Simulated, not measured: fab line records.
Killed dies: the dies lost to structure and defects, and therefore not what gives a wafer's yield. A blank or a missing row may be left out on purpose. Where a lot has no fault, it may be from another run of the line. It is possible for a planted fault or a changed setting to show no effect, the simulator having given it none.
Code-filled problem report in 8D (eight disciplines) form :: flow sky130 :: the parts of the form that need people (team, actions taken, sign-off) are left out

1. WHAT WENT WRONG
Mean VIA2_OVL at SKY_VIA2_OVL_MEAS_13: 34 nm over 9 wafers in 3 lots; fault-free wafers: 0 nm, standard deviation 5. That is +6.8 standard deviations from the usual mean.
Earliest sighting: wafer L465.2 on overlay-01 at day 41 05:28. At this step, 33 wafers from 11 lots have a number in the record. Rule for "out" (also "out of limits"): further than 4 standard deviations from the usual mean. All remaining wafers that have a number are taken as sound.

2. WHAT IT IS AND WHAT IT IS NOT
question: which readings at this step
is: VIA2_OVL
is not: -

question: which lots
is: L465, L469, L473
is not: L456, L457, L458, L460, L462, L467, L468, L475

question: which wafers of those lots
is: all that have a number
is not: -

question: read on which gauges
is: overlay-01, overlay-02
is not: -

question: when
is: from day 41 05:28
is not: up to then (21 sound wafers); but 3 sound wafers of L475 came after

3. THE SUSPECTS, EACH WITH WHAT RULES IT OUT
Counting: any tool at a process step up to the reading is kept as a suspect provided that every lot that is out went through it and no sound lot did after the first of them.
- the gauge at SKY_VIA2_OVL_MEAS_13 is ruled out. Those wafers that are out were read across 2 gauges (overlay-01, overlay-02).
- krf scanner-02 at SKY_VIA2_EXPOSE_09 (exposes mask VIM2, target cd 200 nm): kept. It processed each lot that is out, first L465 at day 40 17:35, and no sound lot thereafter; up to then, the last sound lot it processed was L468 at day 40 12:22.
The count leaves krf scanner-02 at SKY_VIA2_EXPOSE_09.

4. THE CAUSE (what the simulator had put in)
Scanner matching overlay: krf scanner-02, from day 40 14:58 on, at SKY_VIA2_EXPOSE_09. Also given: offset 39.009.
After counting, this tool was the only one left.

5. THE EFFECT CHAIN, in route order
Rows list readings where the struck wafers' mean (over those with a number) sits beyond 3 standard deviations from the usual. Readings are gone through only where the record gives a usual standard deviation; hours: the median, over the lots, of the time from a lot's start at the first step in this table giving one to that lot's start at this step; sigmas: the change measured in usual standard deviations.
hours: 0
step: SKY_VIA2_OVL_MEAS_13
reading: VIA2_OVL
usual: 0 nm
on struck wafers: 34
change: +34
sigmas: +6.8

6. WHAT WOULD HAVE CAUGHT IT SOONER
Counted from the fault's start at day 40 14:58, it took 14 hours until the first out-of-limits reading at a measuring or inspecting step in this record, taken at day 41 05:28.
No tool reading at SKY_VIA2_EXPOSE_09 that has a usual standard deviation in the record was out on any struck wafer, so an alarm limit of 4 standard deviations on those readings would not have fired.
Of the lots that are out (3), L473 began SKY_VIA2_EXPOSE_09 on krf scanner-02 after day 41 05:28. Holding the tool at that time would have saved it.
